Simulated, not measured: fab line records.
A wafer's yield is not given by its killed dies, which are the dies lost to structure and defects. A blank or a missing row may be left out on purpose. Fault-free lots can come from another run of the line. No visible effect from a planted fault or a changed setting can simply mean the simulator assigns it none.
A lot that was struck, set against a sound lot    flow sky130    14 out of 708 route steps
Sound: the wafers L680.3, L680.4, L680.6. The struck wafers were L670.4, L670.5, L670.6. The cause comes at the end.
Order at every step that has rows: each side's tool, ch and its chambers, its first start. Under that, the readings that differ: sound wafers    struck wafers    difference of the means    sigmas: that difference in standard deviations of wafers without a fault.
alike: same words and numbers on both sides, and readings whose means sit less than 2 such deviations apart. not compared: any withheld reading, any reading some wafer has no value for, any bound like >300 that may hide the same value, and any number with overlapping values for which the record gives no deviation.
The two part at a step that has a row with sigmas, a row that says differs or no value, or rows on one side only. Non-overlapping numbers with no deviation appear without sigmas and do not part them. A reading missing from all wafers of one side parts the sides only when that side holds two or more wafers.

SKY_NWELL_RS_MEAS_29: measurement is done with a four-point probe.
  sound on filmMetro-04, day 9 12:25; struck on filmMetro-01, day 7 02:19
  alike: NWELL_RS
SKY_NWELL_RS_MEAS_31: measurement is done with a four-point probe.
  sound on filmMetro-04, day 9 12:39; struck on filmMetro-01, day 7 02:34
  alike: PWDE_RS
then, 7 steps without rows for these wafers: SKY_VT_ADJUST_HVTP_DEHYDRATE_00 (time 60 s); SKY_VT_ADJUST_HVTP_HMDS_01 (prime time 60 s); SKY_VT_ADJUST_HVTP_COAT_02 (resist thk 1140 nm); SKY_VT_ADJUST_HVTP_SOFTBAKE_03 (time 60 s); SKY_VT_ADJUST_HVTP_EXPOSE_04 (exposes mask HVTPM, target cd 380 nm); SKY_VT_ADJUST_HVTP_PEB_05; SKY_VT_ADJUST_HVTP_DEVELOP_06 (develop time 57.7 s).
SKY_VT_ADJUST_HVTP_CD_MEAS_07 targets a cd of 380 nm.
  sound on cdSem-01, day 10 09:21; struck on cdSem-01, day 7 22:36
  alike: cdNm
SKY_VT_ADJUST_HVTP_OVL_MEAS_08:
  sound on overlay-02, day 10 09:27; struck on overlay-01, day 7 22:41
  alike: VT_ADJUST_HVTP_OVL
SKY_VT_ADJUST_HVTP_IMPLANT_09:
  sound on implanter-03 ch 0, day 10 09:31; struck on implanter-02 ch 0, day 7 22:46
reading                   sound                 struck                difference  sigmas
beamEnergyKeV             149.97 150.04 150.02  157.30 157.35 157.23  +7.28       +99 or more
model.implant.rpNm (nm)   82.39 82.39 82.39     88.23 88.23 88.23     +5.84       
model.implant.drpNm (nm)  33.4 33.4 33.4        34.74 34.74 34.74     +1.34       
  alike: endStationPressureTorr
SKY_VT_ADJUST_HVTP_STRIP_10: strips in O2/N2.
  sound on plasmaAsher-03 ch 0,1, day 10 09:39; struck on plasmaAsher-03 ch 0,1, day 7 22:53
  alike: drypumpMotorCurrentA, o2FlowSccm, oesProductAu, stripTimeToEndpointS
  not compared: rfHoursCounterH
-- here the record skips 40 days between the struck wafers' starts before and after, leaving off in module VT_ADJUST_HVTP and picking up in module PAD_OPEN (first step shown: number 708 of the route) --
SKY_PAD_OPEN_PROBE_99:
  sound on prober-01, day 49 17:23; struck on prober-02, day 47 12:21
reading                                sound                    struck                   difference  sigmas
model.etest.tipP.rsOhmSq               6887 6927 6908           6735 6688 6672           -209        
model.etest.pfet_01v8_mvt.offLog10AUm  -10.83 -10.98 -11.11     -9.752 -9.747 -9.647     +1.258      
model.etest.pfet_01v8.offLog10AUm      -10.3 -9.874 -10.26      -8.972 -8.838 -9.046     +1.193      
model.etest.pfet_01v8_mvt.vtSatV (V)   -0.5753 -0.5731 -0.5915  -0.4815 -0.4863 -0.4955  +0.0922     
model.etest.pfet_01v8_mvt.vtV (V)      -0.6594 -0.6601 -0.6725  -0.5783 -0.582 -0.5865   +0.0817     
model.etest.pfet_01v8_mvt.vtLongV (V)  -0.8679 -0.8764 -0.8804  -0.7982 -0.8004 -0.8052  +0.0736     
model.etest.pfet_01v8.vtV (V)          -0.7887 -0.7824 -0.8067  -0.7317 -0.7239 -0.7386  +0.0612     
model.etest.pfet_01v8.vtLongV (V)      -1.056 -1.062 -1.063     -1.014 -1.017 -1.019     +0.044      
  alike: killed_at_M0_to_M3, killed_at_M4_up, killedAtContacts, killedAtFrontEnd, killedAtOther, killedDies, killedOpen, killedShort

WHERE THEY PART
Only at SKY_VT_ADJUST_HVTP_IMPLANT_09, within this record. Later steps at which nothing parts them and some readings are alike: SKY_VT_ADJUST_HVTP_STRIP_10, SKY_PAD_OPEN_PROBE_99.

WHY: what had been put in by the simulator
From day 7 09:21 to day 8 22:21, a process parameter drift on implanter-02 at SKY_VT_ADJUST_HVTP_IMPLANT_09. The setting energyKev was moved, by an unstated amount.
